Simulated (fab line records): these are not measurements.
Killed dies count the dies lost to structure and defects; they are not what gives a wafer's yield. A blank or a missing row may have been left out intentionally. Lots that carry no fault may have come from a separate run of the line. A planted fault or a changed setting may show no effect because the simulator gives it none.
fab line records    flow sky130    part 1 of 2: steps 1 to 33 of 43
record lots=5  wafers=15  last-day=50
route steps=708 shown VT_ADJUST_PCH@146 SONOS_TUNNEL@154 SONOS_ONO@168 GATE_OXIDE@187
lots untouched by any fault: they come from a run of this same line in which no faults occurred
start-h: the number of hours between the record's first day and the start of the first shown wafer of the lot    wait-h: how many hours have passed since the lot's step before this one    " same as the row above    L1.1+2: one row covering several wafers at once    - value missing, or start not given    * or withheld: withheld    < > ~ a bound
route shown NAME@n: a module of which the file shows steps, and the number in the route of the first    usual: mean/standard deviation of fault-free wafers    same: alike in all rows    chamber/n: place in a boat    sites: each site's reading    _std_site: the standard deviation of these    _edge_site: outer sites' mean less inner sites'    radius-mm: how far each site lies from the wafer's centre    mask NAME#n: copy n    behind: the tool/chamber that last shaped the wafer    hold: the reason the lot was held/the length of the hold in hours/how it ended    device: names the non-switching transistor (n, p or np)    end of line: the same wafers' tests at the end of the route    step lacking rows: just its recipe    killed: at the first sort, the dies lost to defects and structure; wafer yield is something else    map: shows each die of a wafer: x if killed, . if not, _ if none is there
set.NAME: the run value of the setting; set.NAME@STEP: its run value at that earlier step    model.NAME: the simulator's own value behind a step, which no gauge read
a table for each step, a row for each wafer; lots at some steps of the route
services: a tool's chamber out of use, with start hour (start-h, from the record's first day; less than 0 if before it), hours out, and reason
## steps
# step SKY_VT_ADJUST_PCH_SOFTBAKE_03
# recipe temp-c=110  time-s=withheld
lot.wafer   tool            chamber  start-h  wait-h
L075.2+3+5  litho-track-03  0        225.12   0.1
L079.3+5+6  litho-track-03  0        258.70   0.1
L082.1+4+6  litho-track-01  0        276.26   0.1
L085.1+2+5  litho-track-02  0        291.16   0.1
L096.1+3+4  litho-track-01  0        385.36   0.1
# step SKY_VT_ADJUST_PCH_EXPOSE_04
# recipe mask-id=NWM  na=0.6  source-shape=conventional  sigma-outer=0.6  polarization=unpolarized  target-cd-nm=840  dose-mj=255
lot.wafer   tool              chamber  start-h  wait-h  mask
L075.2+3+5  iline-stepper-01  0        -        -       NWM#0
L079.3+5+6  iline-stepper-02  0        -        -       NWM#0
L082.1+4+6  iline-stepper-02  0        -        -       NWM#0
L085.1+2+5  iline-stepper-01  0        -        -       NWM#0
L096.1+3+4  iline-stepper-01  0        -        -       NWM#0
# step SKY_VT_ADJUST_PCH_PEB_05
# recipe temp-c=115  time-s=withheld
lot.wafer   tool            chamber  start-h  wait-h
L075.2+3+5  litho-track-01  0        -        -
L079.3+5+6  litho-track-03  0        -        -
L082.1+4+6  litho-track-02  0        -        -
L085.1+2+5  litho-track-02  0        -        -
L096.1+3+4  litho-track-02  0        -        -
# step SKY_VT_ADJUST_PCH_DEVELOP_06
# recipe wall-angle-deg=90  developer=TMAH  develop-time-s=60  dev-temp-c=23
lot.wafer   tool            chamber  start-h  wait-h
L075.2+3+5  litho-track-01  0        -        -
L079.3+5+6  litho-track-03  0        -        -
L082.1+4+6  litho-track-02  0        -        -
L085.1+2+5  litho-track-02  0        -        -
L096.1+3+4  litho-track-02  0        -        -
# step SKY_VT_ADJUST_PCH_OVL_MEAS_07
# usual VT_ADJUST_PCH_OVL=0.0/1.4
lot.wafer  tool        chamber  start-h  wait-h  VT_ADJUST_PCH_OVL[nm]
L075.2     overlay-02  -        237.01   -       0.7
L075.3     "           -        "        "       2.9
L075.5     "           -        "        "       1.3
L079.3     overlay-01  -        270.60   -       0.8
L079.5     "           -        "        "       -0.2
L079.6     "           -        "        "       -0.2
L082.1     overlay-02  -        289.51   -       1.7
L082.4     "           -        "        "       -1.6
L082.6     "           -        "        "       0.2
L085.1     overlay-01  -        303.81   -       -0.1
L085.2     "           -        "        "       -0.9
L085.5     "           -        "        "       -0.8
L096.1     overlay-01  -        400.06   -       -1.5
L096.3     "           -        "        "       -2.8
L096.4     "           -        "        "       -1.9
# step SKY_VT_ADJUST_PCH_IMPLANT_08
# recipe species=B  energy-kev=10  dose-cm2=5e+11  tilt-deg=withheld
# usual beam-energy-keV=10.000/0.0029
lot.wafer  tool          chamber  start-h  wait-h  beam-energy-keV
L075.2     implanter-01  0        237.07   0.0     9.9970
L075.3     "             0        "        "       9.9959
L075.5     "             0        "        "       9.9999
L079.3     implanter-01  0        270.77   0.2     9.9996
L079.5     "             0        "        "       10.002
L079.6     "             0        "        "       10.005
L082.1     implanter-01  0        289.54   0.0     9.9995
L082.4     "             0        "        "       10.001
L082.6     "             0        "        "       10.001
L085.1     implanter-02  0        303.84   0.0     9.9995
L085.2     "             0        "        "       10.002
L085.5     "             0        "        "       9.9983
L096.1     implanter-03  0        400.09   0.0     9.9971
L096.3     "             0        "        "       10.003
L096.4     "             0        "        "       9.9929
# step SKY_VT_ADJUST_PCH_STRIP_09
# recipe chemistry=O2/N2  power-w=1400  pressure-mtorr=1500  platen-temp-c=withheld  o2-flow-sccm=3000  n2-flow-sccm=300  overash-fraction=0.5
# usual drypump-motor-current-A=5.5/0.34  oes-product-au=0.723/0.0043  strip-time-to-endpoint-s=36.96/0.11
# same overash-fraction=0.5
lot.wafer  tool             chamber  start-h  wait-h  drypump-motor-current-A  oes-product-au  rf-hours-counter-h  strip-time-to-endpoint-s
L075.2     plasma-asher-02  1        237.19   0.1     5.0                      0.726           43                  36.91
L075.3     "                1        "        "       5.1                      0.722           -                   36.87
L075.5     "                1        "        "       5.1                      0.724           -                   36.95
L079.3     plasma-asher-02  1        270.90   0.1     5.1                      0.722           -                   37.03
L079.5     "                1        "        "       5.1                      0.728           -                   37.05
L079.6     "                0        "        "       5.3                      0.727           -                   37.08
L082.1     plasma-asher-03  0        289.69   0.1     5.6                      0.728           62                  36.95
L082.4     "                1        "        "       5.3                      0.724           -                   36.93
L082.6     "                1        "        "       5.3                      0.725           -                   36.80
L085.1     plasma-asher-04  0        303.99   0.1     5.7                      0.723           56                  36.89
L085.2     "                1        "        "       6.1                      0.715           56                  36.83
L085.5     "                0        "        "       5.7                      0.719           -                   36.89
L096.1     plasma-asher-04  1        400.24   0.1     6.0                      0.723           65                  37.07
L096.3     "                1        "        "       6.1                      0.714           -                   37.16
L096.4     "                0        "        "       5.7                      0.716           -                   36.99
# step SKY_VT_ADJUST_PCH_TW_MEAS_10
# usual VT_ADJUST_PCH_TW=141.9/0.81
lot.wafer  tool           chamber  start-h  wait-h  VT_ADJUST_PCH_TW
L075.2     film-metro-04  -        237.30   0.1     142.0
L075.3     "              -        "        "       141.5
L075.5     "              -        "        "       141.3
L079.3     film-metro-02  -        270.99   0.1     143.0
L079.5     "              -        "        "       144.0
L079.6     "              -        "        "       143.6
L082.1     film-metro-04  -        289.79   0.1     140.7
L082.4     "              -        "        "       141.4
L082.6     "              -        "        "       141.8
L085.1     film-metro-02  -        304.09   0.1     143.6
L085.2     "              -        "        "       143.3
L085.5     "              -        "        "       142.5
L096.1     film-metro-04  -        400.34   0.1     141.2
L096.3     "              -        "        "       141.0
L096.4     "              -        "        "       141.4
# step SKY_SONOS_TUNNEL_DEHYDRATE_00
# recipe temp-c=200  time-s=60
# same time-s=60
lot.wafer   tool            chamber  start-h  wait-h
L075.2+3+5  litho-track-04  0        247.88   10.6
L079.3+5+6  litho-track-02  0        282.06   11.1
L082.1+4+6  litho-track-04  0        301.91   12.1
L085.1+2+5  litho-track-04  0        316.76   12.7
L096.1+3+4  litho-track-02  0        414.66   14.3
# step SKY_SONOS_TUNNEL_HMDS_01
# recipe prime-time-s=60  prime-temp-c=120
lot.wafer   tool            chamber  start-h  wait-h
L075.2+3+5  litho-track-04  0        248.03   0.1
L079.3+5+6  litho-track-02  0        282.21   0.1
L082.1+4+6  litho-track-04  0        302.06   0.1
L085.1+2+5  litho-track-04  0        316.91   0.1
L096.1+3+4  litho-track-02  0        414.81   0.1
# step SKY_SONOS_TUNNEL_COAT_02
# recipe resist=NOVOLAK  spin-rpm=3000  resist-thk-nm=1140
lot.wafer   tool            chamber  start-h  wait-h
L075.2+3+5  litho-track-04  0        248.18   0.1
L079.3+5+6  litho-track-02  0        282.36   0.1
L082.1+4+6  litho-track-04  0        302.21   0.1
L085.1+2+5  litho-track-04  0        317.06   0.1
L096.1+3+4  litho-track-02  0        414.96   0.1
# step SKY_SONOS_TUNNEL_SOFTBAKE_03
# recipe temp-c=90  time-s=60  resist=NOVOLAK
# same time-s=60
lot.wafer   tool            chamber  start-h  wait-h
L075.2+3+5  litho-track-04  0        248.33   0.1
L079.3+5+6  litho-track-02  0        282.51   0.1
L082.1+4+6  litho-track-04  0        302.36   0.1
L085.1+2+5  litho-track-04  0        317.21   0.1
L096.1+3+4  litho-track-02  0        415.11   0.1
# step SKY_SONOS_TUNNEL_EXPOSE_04
# recipe mask-id=TUNM  na=0.6  source-shape=conventional  sigma-outer=0.6  polarization=unpolarized  target-cd-nm=410  dose-mj=136
lot.wafer   tool              chamber  start-h  wait-h  mask
L075.2+3+5  iline-stepper-01  0        -        -       TUNM#0
L079.3+5+6  iline-stepper-01  0        -        -       TUNM#0
L082.1+4+6  iline-stepper-02  0        -        -       TUNM#0
L085.1+2+5  iline-stepper-02  0        -        -       TUNM#0
L096.1+3+4  iline-stepper-02  0        -        -       TUNM#0
# step SKY_SONOS_TUNNEL_PEB_05
# recipe temp-c=withheld  time-s=*  resist=NOVOLAK
# same time-s=*
lot.wafer   tool            chamber  start-h  wait-h
L075.2+3+5  litho-track-04  0        -        -
L079.3+5+6  litho-track-04  0        -        -
L082.1+4+6  litho-track-03  0        -        -
L085.1+2+5  litho-track-03  0        -        -
L096.1+3+4  litho-track-02  0        -        -
# step SKY_SONOS_TUNNEL_DEVELOP_06
# recipe resist=NOVOLAK  developer=TMAH  develop-time-s=60  dev-temp-c=23
lot.wafer   tool            chamber  start-h  wait-h
L075.2+3+5  litho-track-04  0        260.63   0.1
L079.3+5+6  litho-track-04  0        295.41   0.1
L082.1+4+6  litho-track-03  0        315.28   0.1
L085.1+2+5  litho-track-03  0        330.28   0.1
L096.1+3+4  litho-track-02  0        430.61   0.1
# step SKY_SONOS_TUNNEL_CD_MEAS_07
# recipe target-cd-nm=410
# usual cd-nm=410.3/2.6
lot.wafer  tool       chamber  start-h  wait-h  cd-nm
L075.2     cd-sem-01  -        260.78   0.1     407.8
L075.3     "          -        "        "       408.0
L075.5     "          -        "        "       409.6
L079.3     cd-sem-02  -        295.55   0.1     414.7
L079.5     "          -        "        "       413.5
L079.6     "          -        "        "       413.7
L082.1     cd-sem-02  -        315.43   0.1     408.8
L082.4     "          -        "        "       410.8
L082.6     "          -        "        "       410.7
L085.1     cd-sem-01  -        330.43   0.1     409.3
L085.2     "          -        "        "       410.1
L085.5     "          -        "        "       408.3
L096.1     cd-sem-02  -        430.76   0.1     408.3
L096.3     "          -        "        "       410.6
L096.4     "          -        "        "       409.1
# step SKY_SONOS_TUNNEL_OVL_MEAS_08
# usual SONOS_TUNNEL_OVL=-0.7/1.7
lot.wafer  tool        chamber  start-h  wait-h  SONOS_TUNNEL_OVL[nm]
L075.2     overlay-02  -        260.88   0.1     -0.6
L075.3     "           -        "        "       -1.9
L075.5     "           -        "        "       -3.4
L079.3     overlay-01  -        295.64   0.1     -2.4
L079.5     "           -        "        "       -2.2
L079.6     "           -        "        "       -1.7
L082.1     overlay-01  -        315.55   0.1     0.4
L082.4     "           -        "        "       -1.8
L082.6     "           -        "        "       -0.5
L085.1     overlay-02  -        330.55   0.1     -0.4
L085.2     "           -        "        "       1.9
L085.5     "           -        "        "       1.4
L096.1     overlay-02  -        430.88   0.1     -0.6
L096.3     "           -        "        "       0.1
L096.4     "           -        "        "       0.0
# step SKY_SONOS_TUNNEL_IMPLANT_09
# recipe species=B  energy-kev=20  dose-cm2=1e+12  tilt-deg=withheld
# usual beam-energy-keV=20.001/0.0067
lot.wafer  tool          chamber  start-h  wait-h  beam-energy-keV
L075.2     implanter-04  0        260.94   0.0     19.989
L075.3     "             0        "        "       19.994
L075.5     "             0        "        "       19.998
L079.3     implanter-04  0        295.71   0.1     20.000
L079.5     "             0        "        "       20.003
L079.6     "             0        "        "       20.008
L082.1     implanter-01  0        315.59   0.0     20.012
L082.4     "             0        "        "       20.008
L082.6     "             0        "        "       20.002
L085.1     implanter-01  0        330.59   0.0     19.999
L085.2     "             0        "        "       20.005
L085.5     "             0        "        "       20.003
L096.1     implanter-04  0        430.91   0.0     20.000
L096.3     "             0        "        "       20.023
L096.4     "             0        "        "       20.009
# step SKY_SONOS_TUNNEL_WET_ETCH_10
# recipe chemistry=dHF  target-depth-nm=14  target=SiO2  dilution=100:1  temp-c=25  time-s=280
# same time-s=280
lot.wafer   tool          chamber  start-h  wait-h
L075.2+3+5  wet-bench-04  1        261.06   0.1
L079.3+5+6  wet-bench-01  2        295.81   0.1
L082.1+4+6  wet-bench-02  2        315.74   0.1
L085.1+2+5  wet-bench-02  1        330.74   0.1
L096.1+3+4  wet-bench-04  2        431.06   0.1
# step SKY_SONOS_TUNNEL_STRIP_11
# recipe chemistry=SPM  time-s=600  temp-c=130
# same time-s=600
lot.wafer   tool          chamber  start-h  wait-h
L075.2+3+5  wet-bench-02  0        261.16   0.0
L079.3+5+6  wet-bench-04  2        295.90   0.0
L082.1+4+6  wet-bench-01  2        315.83   0.0
L085.1+2+5  wet-bench-01  0        330.83   0.0
L096.1+3+4  wet-bench-02  2        431.15   0.0
# step SKY_SONOS_TUNNEL_TW_MEAS_12
# usual SONOS_TUNNEL_TW=196.0/1.3
lot.wafer  tool           chamber  start-h  wait-h  SONOS_TUNNEL_TW
L075.2     film-metro-04  -        261.34   0.0     195.7
L075.3     "              -        "        "       197.2
L075.5     "              -        "        "       195.7
L079.3     film-metro-04  -        296.09   0.0     194.9
L079.5     "              -        "        "       195.3
L079.6     "              -        "        "       196.0
L082.1     film-metro-04  -        316.01   0.0     195.5
L082.4     "              -        "        "       196.0
L082.6     "              -        "        "       195.2
L085.1     film-metro-01  -        331.00   0.0     194.5
L085.2     "              -        "        "       194.8
L085.5     "              -        "        "       194.7
L096.1     film-metro-04  -        431.32   0.0     194.6
L096.3     "              -        "        "       195.1
L096.4     "              -        "        "       196.2
# step SKY_SONOS_TUNNEL_CLEAN_13
# recipe chemistry=dHF  time-s=20  dilution=100:1  dry=ipa-marangoni
# same time-s=20
lot.wafer   tool          chamber  start-h  wait-h
L075.2+3+5  wet-bench-04  3        261.39   0.0
L079.3+5+6  wet-bench-02  1        296.13   0.0
L082.1+4+6  wet-bench-02  2        316.07   0.1
L085.1+2+5  wet-bench-02  1        331.06   0.1
L096.1+3+4  wet-bench-01  1        431.38   0.1
# step SKY_SONOS_ONO_OXIDATION_00
# recipe temp-c=800  ambient=O2  idle-temp-c=700  ramp-up-c-per-min=10  ramp-down-c-per-min=3  stabilise-s=600  purge-s=300  target-thk-a=26  ox-time-s=1249
# usual ox-temp-c=800.0/0.38  zone-power-bottom-pct=21.9/1.8  zone-power-top-pct=29.3/0.49
# same purge-s=300
lot.wafer  tool        chamber  start-h  wait-h  ox-temp-c  zone-power-bottom-pct  zone-power-top-pct
L075.2     furnace-02  0        263.42   2.0     799.9      19.9                   29.6
L075.3     "           0        "        "       799.7      20.4                   29.0
L075.5     "           0        "        "       800.5      20.5                   29.4
L079.3     furnace-02  0        296.70   0.5     799.8      20.1                   28.9
L079.5     "           0        "        "       800.5      20.6                   28.9
L079.6     "           0        "        "       799.7      20.3                   29.5
L082.1     furnace-02  0        316.63   0.5     799.7      19.9                   29.3
L082.4     "           0        "        "       800.0      20.3                   29.5
L082.6     "           0        "        "       800.3      20.1                   28.8
L085.1     furnace-02  0        332.04   1.0     799.6      20.3                   29.3
L085.2     "           0        "        "       799.9      19.9                   29.2
L085.5     "           0        "        "       799.9      20.3                   28.9
L096.1     furnace-01  0        432.04   0.6     800.3      24.0                   29.9
L096.3     "           0        "        "       799.8      24.1                   29.8
L096.4     "           0        "        "       800.3      23.8                   30.0
# step SKY_SONOS_ONO_THK_MEAS_01
# recipe reads=SiO2_of_SONOS_ONO_OXIDATION_00
# usual SONOS_ONO_OXIDATION_THK=2.61/0.063
lot.wafer  tool           chamber  start-h  wait-h  SONOS_ONO_OXIDATION_THK[nm]
L075.2     film-metro-03  -        264.78   0.0     2.67
L075.3     "              -        "        "       2.71
L075.5     "              -        "        "       2.66
L079.3     film-metro-02  -        298.06   0.0     2.66
L079.5     "              -        "        "       2.70
L079.6     "              -        "        "       2.68
L082.1     film-metro-03  -        317.98   0.0     2.53
L082.4     "              -        "        "       2.55
L082.6     "              -        "        "       2.60
L085.1     film-metro-01  -        333.39   0.0     2.57
L085.2     "              -        "        "       2.59
L085.5     "              -        "        "       2.57
L096.1     film-metro-01  -        433.39   0.0     2.55
L096.3     "              -        "        "       2.51
L096.4     "              -        "        "       2.56
# step SKY_SONOS_ONO_CVD_02
# recipe material=Si3N4  precursor=DCS/NH3  target-thk-nm=10.5  temp-c=770  time-s=180  pressure-mtorr=250
# usual pressure-mtorr=250.0/0.54  zone-power-bottom-pct=22.8/0.54  zone-power-top-pct=25.47/0.28
# same time-s=180
lot.wafer  tool      chamber  start-h  wait-h  pressure-mtorr  zone-power-bottom-pct  zone-power-top-pct
L075.2     lpcvd-02  0        265.18   0.4     251.0           22.3                   25.33
L075.3     "         0        "        "       249.7           22.5                   25.28
L075.5     "         0        "        "       250.0           22.4                   25.53
L079.3     lpcvd-02  0        301.41   3.3     250.4           22.6                   25.58
L079.5     "         0        "        "       250.7           22.3                   25.84
L079.6     "         0        "        "       249.7           22.0                   25.47
L082.1     lpcvd-02  1        322.50   4.5     250.2           23.3                   25.59
L082.4     "         1        "        "       250.3           23.3                   25.42
L082.6     "         1        "        "       250.6           23.7                   25.27
L085.1     lpcvd-02  1        334.56   1.2     250.0           23.3                   25.92
L085.2     "         1        "        "       249.8           23.5                   26.01
L085.5     "         1        "        "       249.6           23.0                   25.48
L096.1     lpcvd-02  0        436.56   3.2     250.1           22.3                   25.29
L096.3     "         0        "        "       250.7           22.6                   24.83
L096.4     "         0        "        "       250.7           22.3                   25.71
# step SKY_SONOS_ONO_THK_MEAS_03
# recipe reads=Si3N4_of_SONOS_ONO_CVD_02
# usual SONOS_ONO_CVD_02_THK=10.48/0.12
lot.wafer  tool           chamber  start-h  wait-h  SONOS_ONO_CVD_02_THK[nm]
L075.2     film-metro-02  -        266.24   0.0     10.53
L075.3     "              -        "        "       10.57
L075.5     "              -        "        "       10.56
L079.3     film-metro-02  -        303.00   0.0     10.47
L079.5     "              -        "        "       10.54
L079.6     "              -        "        "       10.58
L082.1     film-metro-03  -        324.07   0.0     10.65
L082.4     "              -        "        "       10.57
L082.6     "              -        "        "       10.49
L085.1     film-metro-01  -        336.17   0.0     10.53
L085.2     "              -        "        "       10.59
L085.5     "              -        "        "       10.54
L096.1     film-metro-03  -        437.61   0.0     10.63
L096.3     "              -        "        "       10.46
L096.4     "              -        "        "       10.58
# step SKY_SONOS_ONO_CVD_04
# recipe material=SiO2  precursor=SiH4/N2O  target-thk-nm=5.7199  temp-c=900  pressure-mtorr=400
# usual pressure-mtorr=399.7/0.8  zone-power-bottom-pct=26.3/0.84  zone-power-top-pct=32.8/0.71
# same time-s=900
lot.wafer  tool      chamber  start-h  wait-h  pressure-mtorr  zone-power-bottom-pct  zone-power-top-pct
L075.2     lpcvd-03  0        266.29   0.0     399.5           25.5                   32.0
L075.3     "         0        "        "       400.2           25.6                   32.2
L075.5     "         0        "        "       400.1           25.6                   32.5
L079.3     lpcvd-03  0        303.04   0.0     398.9           25.5                   32.1
L079.5     "         0        "        "       399.7           26.0                   32.1
L079.6     "         0        "        "       399.1           25.6                   32.2
L082.1     lpcvd-03  0        324.13   0.1     400.0           25.9                   32.2
L082.4     "         0        "        "       400.2           25.7                   32.8
L082.6     "         0        "        "       400.8           25.6                   33.2
L085.1     lpcvd-03  0        337.44   1.3     399.5           25.7                   33.2
L085.2     "         0        "        "       399.2           25.7                   31.9
L085.5     "         0        "        "       399.1           25.7                   33.0
L096.1     lpcvd-03  0        437.67   0.1     399.5           25.3                   32.5
L096.3     "         0        "        "       399.6           25.6                   32.5
L096.4     "         0        "        "       399.5           25.5                   32.6
# step SKY_SONOS_ONO_THK_MEAS_05
# recipe reads=SiO2_of_SONOS_ONO_CVD_04
# usual SONOS_ONO_CVD_04_THK=5.74/0.12
lot.wafer  tool           chamber  start-h  wait-h  SONOS_ONO_CVD_04_THK[nm]
L075.2     film-metro-03  -        267.55   0.0     5.84
L075.3     "              -        "        "       5.78
L075.5     "              -        "        "       5.92
L079.3     film-metro-01  -        304.31   0.0     5.86
L079.5     "              -        "        "       5.79
L079.6     "              -        "        "       5.78
L082.1     film-metro-01  -        325.38   0.0     5.63
L082.4     "              -        "        "       5.58
L082.6     "              -        "        "       5.64
L085.1     film-metro-01  -        338.69   0.0     5.70
L085.2     "              -        "        "       5.62
L085.5     "              -        "        "       5.67
L096.1     film-metro-01  -        438.92   0.0     6.05
L096.3     "              -        "        "       6.00
L096.4     "              -        "        "       5.90
# step SKY_SONOS_ONO_DEHYDRATE_06
# recipe temp-c=200  time-s=60
# same time-s=60
lot.wafer   tool            chamber  start-h  wait-h
L075.2+3+5  litho-track-02  0        278.93   11.4
L079.3+5+6  litho-track-04  0        317.41   13.1
L082.1+4+6  litho-track-02  0        337.36   12.0
L085.1+2+5  litho-track-04  0        351.91   13.2
L096.1+3+4  litho-track-01  0        453.91   15.0
# step SKY_SONOS_ONO_HMDS_07
# recipe prime-time-s=60  prime-temp-c=120
lot.wafer   tool            chamber  start-h  wait-h
L075.2+3+5  litho-track-02  0        279.08   0.1
L079.3+5+6  litho-track-04  0        317.56   0.1
L082.1+4+6  litho-track-02  0        337.51   0.1
L085.1+2+5  litho-track-04  0        352.06   0.1
L096.1+3+4  litho-track-01  0        454.06   0.1
# step SKY_SONOS_ONO_COAT_08
# recipe resist=NOVOLAK  spin-rpm=3000  resist-thk-nm=1140
lot.wafer   tool            chamber  start-h  wait-h
L075.2+3+5  litho-track-02  0        279.23   0.1
L079.3+5+6  litho-track-04  0        317.71   0.1
L082.1+4+6  litho-track-02  0        337.66   0.1
L085.1+2+5  litho-track-04  0        352.21   0.1
L096.1+3+4  litho-track-01  0        454.21   0.1
# step SKY_SONOS_ONO_SOFTBAKE_09
# recipe temp-c=90  time-s=60  resist=NOVOLAK
# same time-s=60
lot.wafer   tool            chamber  start-h  wait-h
L075.2+3+5  litho-track-02  0        279.38   0.1
L079.3+5+6  litho-track-04  0        317.86   0.1
L082.1+4+6  litho-track-02  0        337.81   0.1
L085.1+2+5  litho-track-04  0        352.36   0.1
L096.1+3+4  litho-track-01  0        454.36   0.1
# step SKY_SONOS_ONO_EXPOSE_10
# recipe mask-id=ONOM  target-cd-nm=410  na=0.6  source-shape=conventional  sigma-outer=0.6  dose-mj=150
lot.wafer   tool              chamber  start-h  wait-h  mask
L075.2+3+5  iline-stepper-01  0        -        -       ONOM#0
L079.3+5+6  iline-stepper-02  0        -        -       ONOM#0
L082.1+4+6  iline-stepper-02  0        -        -       ONOM#0
L085.1+2+5  iline-stepper-02  0        -        -       ONOM#0
L096.1+3+4  iline-stepper-01  0        -        -       ONOM#0
